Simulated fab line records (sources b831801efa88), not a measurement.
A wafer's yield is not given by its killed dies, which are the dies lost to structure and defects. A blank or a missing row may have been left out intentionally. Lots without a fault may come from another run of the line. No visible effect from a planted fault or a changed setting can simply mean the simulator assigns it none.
Code-filled problem report in 8D (eight disciplines) form || flow sky130 || the parts of the form that need people (team, actions taken, sign-off) are left out

## 1. PROBLEM STATEMENT
Mean of spin_speed_rpm at SKY_VT_ADJUST_HVTR_COAT_02: 3117.4 rpm across 9 wafers in 3 lots; on wafers with no fault it is 3000.0 rpm (standard deviation 2.5). Relative to the usual mean, that is a shift of +47 standard deviations.
The step: resist thk 1140 nm.
The first sign was on wafer L340.1 at day 11 14:58, on litho_track-02. Wafers with a number at this step in the record: 36, from 12 lots. Rule for "out", or "out of limits": more than 4 standard deviations from the usual mean. Any other wafer with a number is counted as sound.

## 2. WHAT THIS IS AND IS NOT
{"question": "which readings at this step", "is": "spin_speed_rpm", "is not": "-"}
{"question": "which lots", "is": "L340, L341, L343", "is not": "L331, L333, L334, L337, L347, L349, L350, L353, L354"}
{"question": "which wafers of those lots", "is": "all that have a number", "is not": "-"}
{"question": "read on which tools", "is": "litho_track-02", "is not": "litho_track-01, litho_track-03"}
{"question": "when", "is": "from day 11 14:58", "is not": "up to then (12 sound wafers); but 15 sound wafers of L347, L349, L350, L353, L354 came after"}

## 3. WHAT RULES OUT EACH SUSPECT
Counting: a tool at a process step up to the reading stays a suspect if it ran every lot that is out and no sound lot after the first of them.
- litho_track-02 at SKY_VT_ADJUST_HVTR_COAT_02 (resist thk 1140 nm): ruled out as a lasting fault. After its first lot that is out, L340 (day 11 14:58), sound lots L350 ran on it.
Left after counting: nothing in the record.

## 4. THE CAUSE (what the simulator had put in)
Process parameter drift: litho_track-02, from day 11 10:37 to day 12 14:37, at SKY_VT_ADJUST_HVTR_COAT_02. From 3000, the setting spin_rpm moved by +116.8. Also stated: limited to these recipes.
Counting ruled it out, wrongly.

## 5. SEQUENCE OF EFFECTS, ordered by route
Each row: a reading whose mean over the struck wafers that have a number lies more than 3 standard deviations from the usual. Readings are gone through only where the record gives a usual standard deviation; hours: the median, over the lots, of the time from a lot's start at the first step in this table giving one to that lot's start at this step; sigmas: the change measured in usual standard deviations.
{"hours": 0, "step": "SKY_VT_ADJUST_HVTR_COAT_02", "reading": "spin_speed_rpm", "usual": "3000.0 rpm", "on struck wafers": 3117.4, "change": "+117.4", "sigmas": "+47"}
{"hours": 13, "step": "SKY_VT_ADJUST_HVTR_STRIP_10", "reading": "strip_time_to_endpoint_s", "usual": "14.16 s", "on struck wafers": 13.89, "change": -0.27, "sigmas": -5.4}
Its process steps:
- SKY_VT_ADJUST_HVTR_COAT_02: resist thk 1140 nm.
- SKY_VT_ADJUST_HVTR_STRIP_10: strips in O2/N2.
Later steps that measure or inspect, where all struck wafers having a row at the step show a number for every such reading and not one has moved that far: SKY_SONOS_TUNNEL_OVL_MEAS_08.

## 6. HOW IT WOULD HAVE BEEN CAUGHT EARLIER
4 hours passed between the start of the fault at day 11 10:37 and the first reading out of limits in this record, taken at day 11 14:58.
